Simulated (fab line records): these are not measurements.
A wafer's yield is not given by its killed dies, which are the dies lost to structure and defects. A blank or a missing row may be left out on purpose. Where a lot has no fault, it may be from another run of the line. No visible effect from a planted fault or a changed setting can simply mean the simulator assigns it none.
Problem report, 8D (eight disciplines) form, completed by code	flow sky130	the parts of the form that need people (team, actions taken, sign-off) are left out

1. WHAT IS WRONG
Mean SD_N_RS at SKY_SD_N_RS_MEAS_16: 74.67 ohm/sq over 6 wafers in 2 lots; fault-free wafers: 68.46 ohm/sq, standard deviation 0.12. That puts it +52 standard deviations away from the usual mean.
The step: measures by four-point-probe.
Seen first at day 31 08:10 on film-metro-01, wafer L623.1. The record holds 36 wafers of 12 lots with a number at this step. By rule, "out" or "out of limits" means more than 4 standard deviations away from the usual mean. Any other wafer with a number is counted as sound.

2. WHAT IT IS; WHAT IT IS NOT
question	is	is not
which readings at this step	SD_N_RS	-
which lots	L623, L625	L613, L615, L617, L620, L628, L632, L633, L634, L635, L636
which wafers of those lots	all that have a number	-
read on which gauges	film-metro-01, film-metro-02	film-metro-03
when	from day 31 08:10	up to then (12 sound wafers); but 18 sound wafers of L628, L632, L633, L634, L635, L636 came after

3. WHAT RULES OUT EACH SUSPECT
Counting: a tool at a process step up to the reading stays a suspect if it ran every lot that is out and no sound lot after the first of them.
- the gauge at SKY_SD_N_RS_MEAS_16 is ruled out. Those wafers that are out were read across 2 gauges (film-metro-01, film-metro-02).
- rtp-anneal-01 at SKY_SD_N_RTA_14 (time 2 s): ruled out as a lasting fault. The sound lots L633, L635 went through it after L623, its earliest lot that is out (day 31 08:00).
Left after counting: nothing in the record.

4. THE CAUSE (what the simulator had put in)
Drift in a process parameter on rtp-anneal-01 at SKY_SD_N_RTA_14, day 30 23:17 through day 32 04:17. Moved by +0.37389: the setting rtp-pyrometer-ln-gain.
The count ruled it out by mistake, since the rule takes a fault to strike every lot its tool runs from the start of the fault on, and this one did not do so.

5. SEQUENCE OF EFFECTS, ordered by route
Rows list readings where the struck wafers' mean (over those with a number) sits beyond 3 standard deviations from the usual. Scope: only readings with a usual standard deviation given in the record; hours: median across lots of the time from each lot's start at the first step in this table that gives one to its start at this step; sigmas: change in usual standard deviations.
hours	step	reading	usual	on struck wafers	change	sigmas
0	SKY_SD_N_RTA_14	lamp-power-pct	15.74 %	14.29	-1.45	-25
0	SKY_SD_N_RS_MEAS_16	SD_N_RS	68.46 ohm/sq	74.67	+6.21	+52
0	SKY_SD_N_RS_MEAS_17	SD_P_RS	146.9 ohm/sq	185.6	+38.7	+90
Here are the process steps it includes:
- SKY_SD_N_RTA_14: time 2 s.
Later measuring or inspecting steps at which every struck wafer that the step has a row for has a number for every such reading, and none has moved that far: SKY_LI_CONTACT_CD_MEAS_12.

6. WHAT WOULD HAVE CAUGHT IT SOONER
The first out-of-limits reading at a measuring or inspecting step in this record came at day 31 08:10, 9 hours after the fault's start at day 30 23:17.
Tool's own readings at SKY_SD_N_RTA_14, lamp-power-pct: out on all struck wafers the step has rows for; an alarm limit on them would have tripped on the first.
